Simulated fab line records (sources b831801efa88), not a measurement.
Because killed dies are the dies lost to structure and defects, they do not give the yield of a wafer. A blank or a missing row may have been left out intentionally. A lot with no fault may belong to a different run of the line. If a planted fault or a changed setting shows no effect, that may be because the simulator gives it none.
Which tool did it?    flow gf180mcu    Sampling: 14 lots, 42 wafers, 3 of 602 route steps

## WHAT EACH GAUGE READ, for each wafer
GF_M5_CD_MEAS_07 targets a cd of 280 nm. Usual: 279.9 nm for cdNm, sd 1.2.
lot   measured      on        cdNm (nm)          flag
L626  day 26 07:53  cdSem-02  278.2 279.1 280.3  
L627  day 26 20:20  cdSem-02  280.0 280.4 281.1  
L628  day 27 04:35  cdSem-01  282.4 281.1 281.3  
L629  day 27 14:18  cdSem-01  280.2 278.7 279.7  
L630  day 28 02:47  cdSem-02  278.5 279.5 280.4  
L631  day 28 07:21  cdSem-02  280.3 280.9 279.9  
L633  day 28 18:13  cdSem-02  280.4 280.2 280.1  
L634  day 29 06:20  cdSem-01  279.7 279.2 281.0  
L636  day 29 18:07  cdSem-01  278.3 279.7 279.2  
L642  day 31 10:14  cdSem-02  280.1 280.8 281.2  
L643  day 31 15:10  cdSem-02  281.2 280.6 280.7  
L646  day 32 06:21  cdSem-02  279.0 278.4 277.8  
L648  day 32 21:23  cdSem-01  279.9 279.7 279.7  
L649  day 33 03:49  cdSem-01  280.6 280.7 281.4  

## WHAT TOOL EACH LOT RAN ON (gives the tool, then ch and the chambers of the sampled wafers, and finally the start)
lot   GF_MIM_SPUTTER_01            GF_MIM_SPUTTER_07
L626  pvdSputter-01, day 24 12:16  pvdSputter-03, day 24 12:29
L627  pvdSputter-02, day 25 00:50  pvdSputter-01, day 25 01:03
L628  pvdSputter-03, day 25 10:16  pvdSputter-01, day 25 10:28
L629  pvdSputter-01, day 25 20:41  pvdSputter-03, day 25 20:53
L630  pvdSputter-03, day 26 08:49  pvdSputter-01, day 26 09:02
L631  pvdSputter-02, day 26 13:55  pvdSputter-03, day 26 14:09
L633  pvdSputter-02, day 27 01:46  pvdSputter-01, day 27 01:58
L634  pvdSputter-01, day 27 14:28  pvdSputter-02, day 27 14:40
L636  pvdSputter-03, day 28 01:47  pvdSputter-02, day 28 02:00
L642  pvdSputter-02, day 29 20:56  pvdSputter-03, day 29 21:08
L643  pvdSputter-02, day 30 02:58  pvdSputter-01, day 30 03:11
L646  pvdSputter-02, day 30 18:57  pvdSputter-03, day 30 19:10
L648  pvdSputter-01, day 31 10:34  pvdSputter-02, day 31 10:47
L649  pvdSputter-03, day 31 17:16  pvdSputter-02, day 31 17:28
- GF_MIM_SPUTTER_01: material TiN, target thk 30 nm, time 25 s.
- GF_MIM_SPUTTER_07: material TiN, target thk 60 nm, time 50 s.

## WHAT THE TOOLS THEMSELVES READ (means of the sampled wafers that have a number; where no wafer has one, the mark that the record gives instead)
GF_MIM_SPUTTER_01. Usual: cathodeDcPowerW 6500.1 W, standard deviation 1.2; throttleValvePct 30.4 %, standard deviation 1.3.
lot   tool           cathodeDcPowerW (W)  throttleValvePct (%)  flag
L626  pvdSputter-01  6499.9               30.3                  
L627  pvdSputter-02  6499.4               30.8                  
L628  pvdSputter-03  6499.5               29.6                  
L629  pvdSputter-01  6501.5               30.5                  
L630  pvdSputter-03  6501.1               29.7                  
L631  pvdSputter-02  6500.3               30.1                  
L633  pvdSputter-02  6498.9               32.1                  
L634  pvdSputter-01  6499.8               30.3                  
L636  pvdSputter-03  6499.0               29.5                  
L642  pvdSputter-02  6500.3               31.7                  
L643  pvdSputter-02  6501.6               31.4                  
L646  pvdSputter-02  6500.6               30.1                  
L648  pvdSputter-01  6500.4               30.3                  
L649  pvdSputter-03  6500.7               30.0                  

GF_MIM_SPUTTER_07. Usual: cathodeDcPowerW 6500.0 W, standard deviation 1.1; throttleValvePct 30.4 %, standard deviation 0.98.
lot   tool           cathodeDcPowerW (W)  throttleValvePct (%)  flag
L626  pvdSputter-03  6500.4               30.0                  
L627  pvdSputter-01  6500.5               30.3                  
L628  pvdSputter-01  6500.1               30.3                  
L629  pvdSputter-03  6500.0               30.2                  
L630  pvdSputter-01  6500.2               30.4                  
L631  pvdSputter-03  6501.2               29.0                  
L633  pvdSputter-01  6499.0               30.4                  
L634  pvdSputter-02  6499.4               30.9                  
L636  pvdSputter-02  6499.0               30.7                  
L642  pvdSputter-03  6500.6               29.1                  
L643  pvdSputter-01  6501.0               30.7                  
L646  pvdSputter-03  6500.7               30.1                  
L648  pvdSputter-02  6499.9               31.0                  
L649  pvdSputter-02  6498.9               32.6                  

## THE ANSWER, worked out from the rows above alone
Rule: take the mean of a lot's wafers that have a number; if it is more than 3 standard deviations from the usual mean, the lot is off. A lot without any number at a reading at which 4 lots or more have one is off too. All remaining lots with rows at the step are treated as sound. After the gauges, taken in route order, come the tools' own readings; for these a lot's mean is taken, as printed above. At the first step where some lot is off, the reading lying furthest off is the one used; lots without a number count as furthest.
No lot is off on any of the readings shown, so nothing can be concluded from this.

## WHAT THE SIMULATOR HAD INSERTED
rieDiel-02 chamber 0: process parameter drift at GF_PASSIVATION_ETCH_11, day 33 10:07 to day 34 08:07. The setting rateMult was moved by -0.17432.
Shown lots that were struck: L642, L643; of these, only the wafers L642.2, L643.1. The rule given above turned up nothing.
